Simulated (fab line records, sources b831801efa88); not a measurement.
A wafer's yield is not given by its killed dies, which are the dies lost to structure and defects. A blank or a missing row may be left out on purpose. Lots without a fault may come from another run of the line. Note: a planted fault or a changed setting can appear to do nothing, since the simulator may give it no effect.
fab line records -- flow sfqLine
record lots=14, wafers=41, lastDay=86
route steps=325 shown M2@92
lots untouched by any fault: they come from a run of this same line in which no faults occurred
startH: hours from the record's first day to the start of the lot's first wafer shown -- waitH: how many hours have passed since the lot's step before this one -- " as in the row above -- L1.1+2: a row that stands for several wafers -- - either no value or no given start -- * or withheld: withheld -- < > ~ a bound
route shown NAME@n: NAME is a module with steps in the file, n the number in the route of the first one -- usual: mean and standard deviation over wafers with no fault -- same: alike in all rows -- chamber/n: place in a boat -- sites: the reading at each site -- _std_site: the values' standard deviation -- _edge_site: mean of outer sites minus mean of inner sites -- radiusMm: for every site, how far away it sits from the centre of the wafer -- mask NAME#n: copy n -- behind: the tool/chamber that last shaped the wafer -- hold: reason for holding the lot/hours on hold/outcome of the hold -- device: whichever transistor did not switch (one of n, p or np) -- end of line: the route-end tests of the same wafers -- step lacking rows: just its recipe -- killed: dies that structure and defects cost at the first sort, which is not the same as the wafer's yield -- map: shows each die of a wafer: x if killed, . if not, _ if none is there
set.NAME: the setting the step ran with; set.NAME@STEP: the setting that earlier step ran with -- model.NAME: the simulator's own value behind a step, which no gauge read
steps of the route over a sample of lots; a table a step, a row a wafer
services: a tool's chamber out of use, with start hour (startH, from the record's first day; less than 0 if before it), hours out, and reason
## steps
# step SFQ_TRILAYER_M2_LITHO_COAT_062
# recipe resist=BARC, spinRpm=3000, resistThkNm=62
# usual exhaustPa=45.1/0.96
lot.wafer,tool,chamber,startH,waitH,exhaustPa
L591.2,lithoTrack-02,0,646.54,0.1,45.5
L591.4,lithoTrack-02,0,646.54,0.1,47.1
L591.6,lithoTrack-02,0,646.54,0.1,45.5
L597.1,lithoTrack-03,0,653.69,0.1,44.7
L597.4,lithoTrack-03,0,653.69,0.1,44.7
L598.1,lithoTrack-03,0,654.89,0.1,45.2
L598.3,lithoTrack-03,0,654.89,0.1,44.8
L598.4,lithoTrack-03,0,654.89,0.1,44.4
L602.2,lithoTrack-03,0,809.76,0.1,45.7
L602.3,lithoTrack-03,0,809.76,0.1,45.8
L602.4,lithoTrack-03,0,809.76,0.1,46.2
L603.2,lithoTrack-04,0,818.14,0.1,44.2
L603.3,lithoTrack-04,0,818.14,0.1,44.6
L603.5,lithoTrack-04,0,818.14,0.1,44.6
L604.3,lithoTrack-03,0,832.59,0.1,45.2
L604.4,lithoTrack-03,0,832.59,0.1,43.8
L604.6,lithoTrack-03,0,832.59,0.1,46.1
L605.2,lithoTrack-04,0,842.14,0.1,45.7
L605.4,lithoTrack-04,0,842.14,0.1,45.0
L605.6,lithoTrack-04,0,842.14,0.1,45.0
L606.2,lithoTrack-02,0,844.94,0.1,45.5
L606.3,lithoTrack-02,0,844.94,0.1,45.9
L606.5,lithoTrack-02,0,844.94,0.1,45.9
L607.2,lithoTrack-04,0,849.74,0.1,46.0
L607.4,lithoTrack-04,0,849.74,0.1,46.7
L607.6,lithoTrack-04,0,849.74,0.1,46.6
L608.1,lithoTrack-02,0,850.89,0.1,44.5
L608.2,lithoTrack-02,0,850.89,0.1,45.0
L608.3,lithoTrack-02,0,850.89,0.1,45.3
L609.3,lithoTrack-04,0,884.72,0.1,45.6
L609.4,lithoTrack-04,0,884.72,0.1,45.5
L609.6,lithoTrack-04,0,884.72,0.1,45.0
L611.1,lithoTrack-02,0,918.42,0.1,46.9
L611.2,lithoTrack-02,0,918.42,0.1,46.2
L611.3,lithoTrack-02,0,918.42,0.1,47.2
L612.2,lithoTrack-02,0,929.93,0.1,46.1
L612.4,lithoTrack-02,0,929.93,0.1,44.1
L612.5,lithoTrack-02,0,929.93,0.1,45.1
L613.2,lithoTrack-03,0,938.87,0.1,42.9
L613.3,lithoTrack-03,0,938.87,0.1,43.8
L613.6,lithoTrack-03,0,938.87,0.1,43.0
# step SFQ_TRILAYER_M2_BARC_OPEN_METAL_ETCH_077
# recipe maskMaterial=PR, chemistry=O2, targetDepthNm=125, target=BARC, icpW=600, biasW=80, pressureMtorr=10, timeS=41.7
# usual drypumpMotorCurrentA=5.8/0.47, heBacksideLeakSccm=3.5/0.34, oesProductAu=0.685/0.0045
lot.wafer,tool,chamber,startH,waitH,drypumpMotorCurrentA,heBacksideLeakSccm,oesProductAu,rfHoursCounterH
L591.2,rieMetal-03,0,792.87,0.0,6.2,3.6,0.677,77
L591.4,rieMetal-03,0,792.87,0.0,6.2,3.5,0.683,-
L591.6,rieMetal-03,1,792.87,0.0,6.6,3.5,0.696,-
L597.1,rieMetal-01,1,804.87,0.0,5.3,3.4,0.699,73
L597.4,rieMetal-01,1,804.87,0.0,5.3,3.6,0.695,-
L598.1,rieMetal-02,0,807.27,0.0,5.4,3.2,0.701,130
L598.3,rieMetal-02,0,807.27,0.0,5.4,3.3,0.683,-
L598.4,rieMetal-02,1,807.27,0.0,6.2,3.3,0.700,-
L602.2,rieMetal-03,0,945.22,0.0,6.2,3.7,0.684,101
L602.3,rieMetal-03,0,945.22,0.0,6.2,3.4,0.676,-
L602.4,rieMetal-03,1,945.22,0.0,6.6,3.4,0.686,-
L603.2,rieMetal-01,1,954.82,0.0,5.3,3.2,0.679,97
L603.3,rieMetal-01,0,954.82,0.0,5.6,3.6,0.683,-
L603.5,rieMetal-01,1,954.82,0.0,5.3,3.0,0.684,-
L604.3,rieMetal-01,0,968.04,0.0,5.6,3.5,0.684,-
L604.4,rieMetal-01,1,968.04,0.0,5.3,3.5,0.681,-
L604.6,rieMetal-01,1,968.04,0.0,5.3,3.6,0.684,-
L605.2,rieMetal-03,1,978.82,0.0,6.6,3.5,0.685,45
L605.4,rieMetal-03,0,978.82,0.0,6.2,3.6,0.678,-
L605.6,rieMetal-03,1,978.82,0.0,6.6,3.4,0.689,-
L606.2,rieMetal-02,1,981.22,0.0,6.2,3.3,0.684,39
L606.3,rieMetal-02,1,981.22,0.0,6.2,3.4,0.692,-
L606.5,rieMetal-02,1,981.22,0.0,6.2,3.3,0.683,-
L607.2,rieMetal-02,0,988.42,0.0,5.5,3.2,0.693,20
L607.4,rieMetal-02,1,988.42,0.0,6.2,3.6,0.677,-
L607.6,rieMetal-02,1,988.42,0.0,6.2,4.9,0.690,-
L608.1,rieMetal-01,1,989.62,0.0,5.3,3.5,0.693,101
L608.2,rieMetal-01,0,989.62,0.0,5.6,3.4,0.682,85
L608.3,rieMetal-01,0,989.62,0.0,5.6,3.5,0.681,-
L609.3,rieMetal-01,0,1019.76,0.0,5.6,3.8,0.682,-
L609.4,rieMetal-01,1,1019.76,0.0,5.3,3.7,0.684,-
L609.6,rieMetal-01,0,1019.76,0.0,5.5,3.6,0.685,-
L611.1,rieMetal-01,0,1059.15,0.0,5.5,3.5,0.687,96
L611.2,rieMetal-01,1,1059.15,0.0,5.3,3.3,0.682,112
L611.3,rieMetal-01,0,1059.15,0.0,5.5,3.4,0.680,-
L612.2,rieMetal-03,1,1072.45,0.0,6.6,3.4,0.688,61
L612.4,rieMetal-03,0,1072.45,0.0,6.2,3.6,0.681,-
L612.5,rieMetal-03,0,1072.45,0.0,6.2,3.5,0.682,-
L613.2,rieMetal-03,0,1084.32,0.0,6.2,3.6,0.687,124
L613.3,rieMetal-03,1,1084.32,0.0,6.5,3.5,0.678,-
L613.6,rieMetal-03,1,1084.32,0.0,6.5,3.4,0.679,-
## services
tool,chamber,startH,hours,kind
rieMetal-03,1,669.19,3.6,repair
rieMetal-03,1,672.76,-,clean
rieMetal-03,1,672.76,16.9,scheduledDown
rieMetal-03,1,672.76,16.9,ventCycle
rieMetal-02,-,686.48,0.4,repair
rieMetal-02,1,723.64,10.1,repair
rieMetal-03,0,735.92,6.7,repair
rieMetal-01,-,740.46,2.8,pm
rieMetal-02,1,752.46,-,clean
rieMetal-02,1,752.46,17.9,scheduledDown
rieMetal-02,1,752.46,17.9,ventCycle
rieMetal-03,-,770.64,0.7,repair
rieMetal-02,-,813.21,1.2,repair
rieMetal-01,1,838.18,1.9,repair
rieMetal-02,0,851.65,-,clean
rieMetal-02,0,851.65,22.9,scheduledDown
rieMetal-02,0,851.65,22.9,ventCycle
rieMetal-03,-,923.49,0.7,repair
rieMetal-01,-,953.63,1.0,repair
rieMetal-01,1,976.91,1.0,repair
rieMetal-03,0,985.05,1.3,repair
rieMetal-01,1,994.76,3.1,repair
## key
firstSign step=SFQ_TRILAYER_M2_BARC_OPEN_METAL_ETCH_077, reading=oesProductAu, direction=up, sigmas=3, usual=0.685, struck=0.699
effect none on later readings
metAt SFQ_TRILAYER_M2_LITHO_COAT_062
struckLots L597,L598
struckWafers L597.1,L597.4,L598.1,L598.4
fault kind=processParameterDrift, tool=lithoTrack-03, chamber=-, onsetH=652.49, steps=SFQ_TRILAYER_M2_LITHO_COAT_062, channel=resistThkNm, offset=2.7927, shape=step, endH=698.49, scope=struckWafersOnly, actsIn=theseRecipesOnly, stated=62
